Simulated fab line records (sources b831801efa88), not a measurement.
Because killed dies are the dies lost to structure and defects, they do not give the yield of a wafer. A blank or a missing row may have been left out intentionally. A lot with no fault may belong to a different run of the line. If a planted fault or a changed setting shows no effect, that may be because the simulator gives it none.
Comparing a struck lot with a sound one -- flow sky130 -- 34 steps out of a route of 708
Sound: these wafers, L303.1, L303.2, L303.4. Wafers L314.4, L314.5, L314.6 were the ones struck. The cause comes at the end.
Each step with rows lists, per side, the tool, then ch with its chambers, then its first start. Under that, the readings that differ: sound wafers -- struck wafers -- difference of the means -- sigmas: that difference in standard deviations of wafers without a fault.
alike: words and numbers the same on both sides, and readings whose means are apart by under 2 such deviations; not compared: readings that were withheld, readings missing a value for some wafer, numbers with overlapping values and no deviation given by the record, and bounds like >300 which may hide the same value.
A row with sigmas, a row that says differs or no value, or rows on one side alone: a step with any of these is where the two part. Non-overlapping numbers with no deviation appear without sigmas and do not part them. A reading missing from all wafers of one side parts the sides only when that side holds two or more wafers.

SKY_FIELD_ISO_BOW_MEAS_00:
  struck on film metro-04, day 5 19:04; sound on film metro-04, day 3 12:00
  alike: INCOMING_BOW
then, 1 step without rows for these wafers: SKY_FIELD_ISO_OXIDATION_01 (stabilise 600 s, purge 300 s, target thk 12 nm).
SKY_FIELD_ISO_THK_MEAS_02:
  struck on film metro-04, day 5 20:40; sound on film metro-03, day 3 14:46
  alike: FIELD_ISO_OXIDATION_00_THK
SKY_FIELD_ISO_CVD_03: deposits Si3N4 from DCS/NH3, target thk 165 nm, time 2830 s.
  sound on lpcvd-02 ch 1, day 3 16:41; struck on lpcvd-02 ch 1, day 5 21:07
  alike: spike tc top C
SKY_FIELD_ISO_THK_MEAS_04:
  struck on film metro-04, day 5 22:56; sound on film metro-02, day 3 18:28
reading,sound,struck,difference,sigmas
FIELD_ISO_CVD_03_THK (nm),165.1 165.0 164.5,169.2 169.8 169.3,+4.6,+2
then, 8 steps without rows for these wafers: SKY_FIELD_ISO_DEHYDRATE_05 (time 60 s); SKY_FIELD_ISO_HMDS_06 (prime time 60 s); SKY_FIELD_ISO_COAT_07 (resist thk 60 nm); SKY_FIELD_ISO_COAT_08 (resist thk 450 nm); SKY_FIELD_ISO_SOFTBAKE_09 (time 90 s); SKY_FIELD_ISO_EXPOSE_10 (exposes mask FOM, target cd 150 nm); SKY_FIELD_ISO_PEB_11; SKY_FIELD_ISO_DEVELOP_12 (develop time 60 s).
SKY_FIELD_ISO_CD_MEAS_13: target cd 150 nm.
  struck on cd sem-02, day 6 17:28; sound on cd sem-01, day 4 10:55
  alike: cd nm
SKY_FIELD_ISO_ETCH_14: etches BARC in N2/H2, stops on SiO2, time 45.9 s, target depth 60 nm.
  sound on rie diel-02 ch 0,1, day 4 11:02; struck on rie diel-04 ch 0,2,3, day 6 17:31
reading,sound,struck,difference,sigmas
oes product au (a.u.),0.845 0.853 0.849,0.866 0.854 0.860,+0.011,+2
  alike: drypump motor current A, h2 flow sccm, throttle valve pct
  not compared: rf hours counter h
SKY_FIELD_ISO_ETCH_15: etches the open film in CHF3/O2, stops on Si, target depth 180 nm, time 72 s.
  sound on rie diel-02 ch 0,1, day 4 11:05; struck on rie diel-04 ch 0,2,3, day 6 17:34
  alike: drypump motor current A, oes product au, throttle valve pct
  not compared: rf hours counter h
SKY_FIELD_ISO_STRIP_16: strips in O2/N2.
  sound on plasma asher-01 ch 0,1, day 4 11:08; struck on plasma asher-03 ch 0,1, day 6 17:39
  alike: drypump motor current A, oes product au, strip time to endpoint s
  not compared: rf hours counter h
SKY_FIELD_ISO_ETCH_17: etches Si in HBr/Cl2/O2, target depth 342 nm, time 97.7 s.
  sound on rie si-01 ch 0,1,2, day 4 11:14; struck on rie si-02 ch 0,1, day 6 17:43
  alike: drypump motor current A, oes product au, throttle valve pct
  not compared: rf hours counter h
then, 5 steps without rows for these wafers: SKY_FIELD_ISO_WET_ETCH_18 (etches Si3N4 in H3PO4, target depth 25 nm, time 286 s); SKY_FIELD_ISO_CLEAN_19 (cleans in SC1/SC2, time 150 s); SKY_FIELD_ISO_CLEAN_20 (cleans in dHF, time 20 s); SKY_FIELD_ISO_WET_ETCH_21 (etches SiO2 in dHF, target depth 20 nm, time 400 s); SKY_FIELD_ISO_OXIDATION_22 (stabilise 600 s, purge 300 s, target thk 10 nm).
SKY_FIELD_ISO_THK_MEAS_23:
  struck on film metro-02, day 6 21:54; sound on film metro-03, day 4 12:51
  alike: FIELD_ISO_OXIDATION_01_THK
then, 1 step without rows for these wafers: SKY_FIELD_ISO_CVD_24 (deposits SiO2, target thk 595 nm, time 99.2 s).
SKY_FIELD_ISO_THK_MEAS_25:
  struck on film metro-03, day 6 22:02; sound on film metro-04, day 4 12:59
  alike: FIELD_ISO_CVD_24_THK
then, 1 step without rows for these wafers: SKY_FIELD_ISO_ANNEAL_26 (time 1800 s).
SKY_FIELD_ISO_CMP_27: polishes, stops on Si3N4, t overpolish 16 s, target thk 457.8 nm.
  sound on cmp-02 ch 0,2,3, day 4 15:54; struck on cmp-01 ch 1,2,3, day 7 06:44
  alike: motor current A, overpolish run s, retaining ring pressure frac, time to endpoint s
then, 5 steps without rows for these wafers: SKY_FIELD_ISO_WET_ETCH_28 (etches SiO2 in dHF, target depth 23.7 nm, time 47 s); SKY_FIELD_ISO_WET_ETCH_29 (etches Si3N4 in H3PO4, target depth 160 nm, time 1825 s); SKY_FIELD_ISO_WET_ETCH_30 (etches SiO2 in dHF, target depth 25 nm, time 50 s); SKY_NWELL_CLEAN_00 (cleans in SC1/SC2, time 150 s); SKY_NWELL_OXIDATION_01 (stabilise 600 s, purge 300 s, target thk 10 nm).
-- the record jumps here: 43 days lie between the struck wafers' starts before and after (it left off in module NWELL and takes up again in module PAD_OPEN, whose first step shown is number 708 of the route) --
SKY_PAD_OPEN_PROBE_99:
  struck on prober-02, day 50 18:27; sound on prober-01, day 48 06:53
reading,sound,struck,difference,sigmas
killed at contacts,34 34 23,16 19 17,-13,-2
killed at front end,23 23 11,63 66 61,+44,+9
killed dies,112 100 77,123 119 114,+22,+2
killed open,68 56 49,34 41 39,-20,-3
  alike: killed_at_M0_to_M3, killed_at_M4_up, killed at other, killed short

== WHERE THEY PART ==
At SKY_FIELD_ISO_THK_MEAS_04 first; at SKY_PAD_OPEN_PROBE_99 last (within this record only).

WHY: what the simulator had put in
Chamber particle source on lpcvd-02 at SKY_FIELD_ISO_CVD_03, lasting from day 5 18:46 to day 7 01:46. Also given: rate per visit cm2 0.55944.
